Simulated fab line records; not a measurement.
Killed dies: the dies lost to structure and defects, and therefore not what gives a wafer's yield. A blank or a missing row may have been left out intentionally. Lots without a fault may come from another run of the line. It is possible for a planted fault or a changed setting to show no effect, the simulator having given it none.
Check for tools in common :: flow sky130 :: Lots sampled 11, wafers sampled 33

WHY IT WAS OPENED
3 of 11 lots carry a flag on the reading SD_N_RS at SKY_SD_N_RS_MEAS_16. No-fault wafers: 68.62 ohm/sq, standard deviation 0.11.
Rule: a lot is flagged in two cases, either no wafer of it has a number, or all its wafers with numbers fall more than 4 standard deviations from that mean. As for the other lots, they are considered sound.

lot: L882
measured: day 27 11:24
on: filmMetro-02
SD_N_RS (ohm/sq), wafer by wafer: 68.58 68.67 68.64
flag: 

lot: L885
measured: day 28 21:07
on: filmMetro-03
SD_N_RS (ohm/sq), wafer by wafer: 68.58 68.57 68.51
flag: 

lot: L886
measured: day 29 03:24
on: filmMetro-04
SD_N_RS (ohm/sq), wafer by wafer: 68.64 68.73 68.62
flag: 

lot: L888
measured: day 29 23:13
on: filmMetro-02
SD_N_RS (ohm/sq), wafer by wafer: 68.71 68.59 68.70
flag: 

lot: L889
measured: day 30 05:38
on: filmMetro-04
SD_N_RS (ohm/sq), wafer by wafer: 63.61 63.83 63.98
flag: FLAGGED

lot: L891
measured: day 31 04:26
on: filmMetro-03
SD_N_RS (ohm/sq), wafer by wafer: 68.50 68.40 68.46
flag: 

lot: L895
measured: day 32 00:14
on: filmMetro-02
SD_N_RS (ohm/sq), wafer by wafer: 68.64 68.62 68.44
flag: 

lot: L893
measured: day 32 02:23
on: filmMetro-04
SD_N_RS (ohm/sq), wafer by wafer: 63.93 63.87 63.82
flag: FLAGGED

lot: L898
measured: day 33 21:32
on: filmMetro-02
SD_N_RS (ohm/sq), wafer by wafer: 63.80 63.81 63.84
flag: FLAGGED

lot: L902
measured: day 35 03:27
on: filmMetro-03
SD_N_RS (ohm/sq), wafer by wafer: 68.42 68.51 68.45
flag: 

lot: L904
measured: day 35 08:52
on: filmMetro-03
SD_N_RS (ohm/sq), wafer by wafer: 68.63 68.54 68.45
flag: 
Average over the flagged lots: 63.83 ohm/sq; offset from the usual -4.79 ohm/sq, equal to -44 standard deviations.

LOT BY LOT: THE TOOL USED
The record holds 4 process steps before the reading, out of a route of 708 steps. Read each cell as the tool, then ch plus the chambers that the sampled wafers visited, then the start.
lot: L882
flag: 
SKY_POLY_CUT_ETCH_11: rieDiel-03 ch 0,1,3, day 23 19:29
SKY_POLY_CUT_STRIP_12: plasmaAsher-02 ch 0,1, day 23 19:31
SKY_SD_N_IMPLANT_09: implanter-03 ch 0, day 27 10:43
SKY_SD_N_STRIP_11: plasmaAsher-04 ch 0,1, day 27 11:01

lot: L885
flag: 
SKY_POLY_CUT_ETCH_11: rieDiel-04 ch 0,1,3, day 25 06:28
SKY_POLY_CUT_STRIP_12: plasmaAsher-02 ch 0,1, day 25 06:30
SKY_SD_N_IMPLANT_09: implanter-02 ch 0, day 28 20:26
SKY_SD_N_STRIP_11: plasmaAsher-04 ch 0,1, day 28 20:44

lot: L886
flag: 
SKY_POLY_CUT_ETCH_11: rieDiel-04 ch 0,1,3, day 25 13:55
SKY_POLY_CUT_STRIP_12: plasmaAsher-02 ch 0, day 25 13:57
SKY_SD_N_IMPLANT_09: implanter-03 ch 0, day 29 02:41
SKY_SD_N_STRIP_11: plasmaAsher-04 ch 0,1, day 29 03:01

lot: L888
flag: 
SKY_POLY_CUT_ETCH_11: rieDiel-02 ch 1,2,3, day 26 09:25
SKY_POLY_CUT_STRIP_12: plasmaAsher-02 ch 0,1, day 26 09:27
SKY_SD_N_IMPLANT_09: implanter-01 ch 0, day 29 22:31
SKY_SD_N_STRIP_11: plasmaAsher-01 ch 0,1, day 29 22:49

lot: L889
flag: FLAGGED
SKY_POLY_CUT_ETCH_11: rieDiel-02 ch 0,1,2, day 26 16:05
SKY_POLY_CUT_STRIP_12: plasmaAsher-01 ch 0,1, day 26 16:10
SKY_SD_N_IMPLANT_09: implanter-03 ch 0, day 30 04:35
SKY_SD_N_STRIP_11: plasmaAsher-02 ch 0,1, day 30 05:11

lot: L891
flag: 
SKY_POLY_CUT_ETCH_11: rieDiel-03 ch 0,1, day 27 17:32
SKY_POLY_CUT_STRIP_12: plasmaAsher-03 ch 0,1, day 27 17:37
SKY_SD_N_IMPLANT_09: implanter-02 ch 0, day 31 03:43
SKY_SD_N_STRIP_11: plasmaAsher-04 ch 0,1, day 31 04:00

lot: L895
flag: 
SKY_POLY_CUT_ETCH_11: rieDiel-03 ch 0,2,3, day 28 15:14
SKY_POLY_CUT_STRIP_12: plasmaAsher-01 ch 0,1, day 28 15:16
SKY_SD_N_IMPLANT_09: implanter-01 ch 0, day 31 23:32
SKY_SD_N_STRIP_11: plasmaAsher-02 ch 0,1, day 31 23:50

lot: L893
flag: FLAGGED
SKY_POLY_CUT_ETCH_11: rieDiel-04 ch 0,2,3, day 28 02:46
SKY_POLY_CUT_STRIP_12: plasmaAsher-01 ch 0,1, day 28 02:48
SKY_SD_N_IMPLANT_09: implanter-03 ch 0, day 31 13:11
SKY_SD_N_STRIP_11: plasmaAsher-01 ch 0,1, day 32 01:30

lot: L898
flag: FLAGGED
SKY_POLY_CUT_ETCH_11: rieDiel-04 ch 2,3, day 30 10:19
SKY_POLY_CUT_STRIP_12: plasmaAsher-02 ch 0,1, day 30 10:22
SKY_SD_N_IMPLANT_09: implanter-01 ch 0, day 33 20:29
SKY_SD_N_STRIP_11: plasmaAsher-04 ch 0,1, day 33 21:07

lot: L902
flag: 
SKY_POLY_CUT_ETCH_11: rieDiel-04 ch 1,3, day 31 17:56
SKY_POLY_CUT_STRIP_12: plasmaAsher-03 ch 0,1, day 31 17:58
SKY_SD_N_IMPLANT_09: implanter-02 ch 0, day 35 02:43
SKY_SD_N_STRIP_11: plasmaAsher-04 ch 0,1, day 35 02:59

lot: L904
flag: 
SKY_POLY_CUT_ETCH_11: rieDiel-02 ch 0,2,3, day 31 23:17
SKY_POLY_CUT_STRIP_12: plasmaAsher-03 ch 0,1, day 31 23:19
SKY_SD_N_IMPLANT_09: implanter-01 ch 0, day 35 08:11
SKY_SD_N_STRIP_11: plasmaAsher-02 ch 0,1, day 35 08:29
What the steps here do:
- SKY_POLY_CUT_ETCH_11: etches Si3N4 in CF4/CH2F2/Ar, stops on poly-Si, time 42.5 s, target depth 60 nm.
- SKY_POLY_CUT_STRIP_12: strips in O2/N2.
- SKY_SD_N_IMPLANT_09
- SKY_SD_N_STRIP_11: strips in O2/N2.
- SKY_SD_N_RS_MEAS_16: measures by four-point-probe.

FLAGGED AGAINST TOTAL, ONE TOOL AT A TIME (gauges that did the reading follow at the end)
step: SKY_POLY_CUT_ETCH_11
tool: rieDiel-02
lots run: 3
flagged: 1
share of the flagged lots: some
sound lots run after its first flagged lot: 1 (L904)

step: SKY_POLY_CUT_ETCH_11
tool: rieDiel-03
lots run: 3
flagged: 0
share of the flagged lots: none
sound lots run after its first flagged lot: -

step: SKY_POLY_CUT_ETCH_11
tool: rieDiel-04
lots run: 5
flagged: 2
share of the flagged lots: some
sound lots run after its first flagged lot: 1 (L902)

step: SKY_POLY_CUT_STRIP_12
tool: plasmaAsher-01
lots run: 3
flagged: 2
share of the flagged lots: some
sound lots run after its first flagged lot: 1 (L895)

step: SKY_POLY_CUT_STRIP_12
tool: plasmaAsher-02
lots run: 5
flagged: 1
share of the flagged lots: some
sound lots run after its first flagged lot: 0

step: SKY_POLY_CUT_STRIP_12
tool: plasmaAsher-03
lots run: 3
flagged: 0
share of the flagged lots: none
sound lots run after its first flagged lot: -

step: SKY_SD_N_IMPLANT_09
tool: implanter-01
lots run: 4
flagged: 1
share of the flagged lots: some
sound lots run after its first flagged lot: 1 (L904)

step: SKY_SD_N_IMPLANT_09
tool: implanter-02
lots run: 3
flagged: 0
share of the flagged lots: none
sound lots run after its first flagged lot: -

step: SKY_SD_N_IMPLANT_09
tool: implanter-03
lots run: 4
flagged: 2
share of the flagged lots: some
sound lots run after its first flagged lot: 0

step: SKY_SD_N_STRIP_11
tool: plasmaAsher-01
lots run: 2
flagged: 1
share of the flagged lots: some
sound lots run after its first flagged lot: 0

step: SKY_SD_N_STRIP_11
tool: plasmaAsher-02
lots run: 3
flagged: 1
share of the flagged lots: some
sound lots run after its first flagged lot: 2 (L895,L904)

step: SKY_SD_N_STRIP_11
tool: plasmaAsher-04
lots run: 6
flagged: 1
share of the flagged lots: some
sound lots run after its first flagged lot: 1 (L902)

step: SKY_SD_N_RS_MEAS_16
tool: filmMetro-02
lots run: 4
flagged: 1
share of the flagged lots: some
sound lots run after its first flagged lot: 0

step: SKY_SD_N_RS_MEAS_16
tool: filmMetro-03
lots run: 4
flagged: 0
share of the flagged lots: none
sound lots run after its first flagged lot: -

step: SKY_SD_N_RS_MEAS_16
tool: filmMetro-04
lots run: 3
flagged: 2
share of the flagged lots: some
sound lots run after its first flagged lot: 0

WHAT THE TABLE ALLOWS
No row of the table ran every flagged lot.

WHAT HAD BEEN PUT IN BY THE SIMULATOR
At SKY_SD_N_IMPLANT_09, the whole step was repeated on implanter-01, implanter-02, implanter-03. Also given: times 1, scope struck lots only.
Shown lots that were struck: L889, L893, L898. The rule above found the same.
